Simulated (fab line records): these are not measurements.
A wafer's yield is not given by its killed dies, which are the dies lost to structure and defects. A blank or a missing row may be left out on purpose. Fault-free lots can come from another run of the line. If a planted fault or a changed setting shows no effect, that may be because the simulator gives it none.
Which tool was responsible? -- flow gf180mcu -- 36 wafers from 12 lots sampled at 2 of the route's 602 steps

## WHAT EACH GAUGE READ, for each wafer
GF_MIM_THK_MEAS_11: measures by xrf. Usual: MIM_ALCU_THK 202.6 nm, standard deviation 2.7.
lot,measured,on,MIM_ALCU_THK (nm),flag
L217,day 24 12:31,filmMetro-01,205.0 204.4 203.1,
L218,day 24 22:23,filmMetro-01,200.0 200.5 198.9,
L219,day 24 23:46,filmMetro-03,196.4 196.1 197.8,
L223,day 26 15:22,filmMetro-03,203.8 204.6 203.2,
L224,day 26 19:32,filmMetro-01,203.5 203.7 204.1,
L227,day 27 21:08,filmMetro-04,205.0 203.0 204.5,
L228,day 27 23:46,filmMetro-01,204.6 206.4 204.2,
L229,day 28 13:44,filmMetro-03,200.6 200.3 200.8,
L231,day 29 09:33,filmMetro-01,203.4 200.6 201.3,
L232,day 29 12:25,filmMetro-01,202.7 206.0 203.0,
L239,day 31 00:44,filmMetro-01,203.8 206.4 204.0,
L240,day 31 07:01,filmMetro-04,201.9 201.8 199.4,

GF_M5_CD_MEAS_07 targets a cd of 280 nm. Usual: cdNm 280.1 nm, standard deviation 1.2.
lot,measured,on,cdNm (nm),flag
L217,day 26 08:03,cdSem-01,279.9 280.1 281.2,
L218,day 26 16:29,cdSem-02,277.7 279.5 278.6,
L219,day 26 19:12,cdSem-02,280.4 278.9 281.3,
L223,day 28 07:28,cdSem-01,279.9 279.9 280.6,
L224,day 28 12:43,cdSem-01,281.0 281.3 281.8,
L227,day 29 11:43,cdSem-01,279.5 279.2 279.4,
L228,day 29 14:58,cdSem-01,281.4 280.9 281.1,
L229,day 30 04:03,cdSem-01,279.2 279.7 279.6,
L231,day 30 21:53,cdSem-01,279.4 280.9 280.0,
L232,day 31 01:18,cdSem-01,280.4 281.6 281.9,
L239,day 32 10:40,cdSem-01,281.0 282.2 281.0,
L240,day 32 16:45,cdSem-01,278.6 278.5 278.7,

## WHICH TOOL RAN EACH LOT (tool, then ch and the chambers of the sampled wafers, then the start)
The record holds no process step before these readings.

## WHAT THE TOOLS THEMSELVES READ (means of the sampled wafers that have a number; where no wafer has one, the mark that the record gives instead)
The record holds no such reading with a usual standard deviation.

## THE ANSWER, worked out from the rows above alone
Rule: a lot counts as off when the mean over its wafers that have a number is more than 3 standard deviations away from the usual mean. Also off: a lot with no number at a reading for which 4 or more lots have one. All remaining lots with rows at the step are treated as sound. First the gauges in route order, then the tools' own readings, where a lot's mean is used as printed above. At the first step where some lot is off, the reading lying furthest off is the one used; lots without a number count as furthest.
None of the lots is off at any reading shown; this tells nothing.

## WHAT THE SIMULATOR HAD PUT IN
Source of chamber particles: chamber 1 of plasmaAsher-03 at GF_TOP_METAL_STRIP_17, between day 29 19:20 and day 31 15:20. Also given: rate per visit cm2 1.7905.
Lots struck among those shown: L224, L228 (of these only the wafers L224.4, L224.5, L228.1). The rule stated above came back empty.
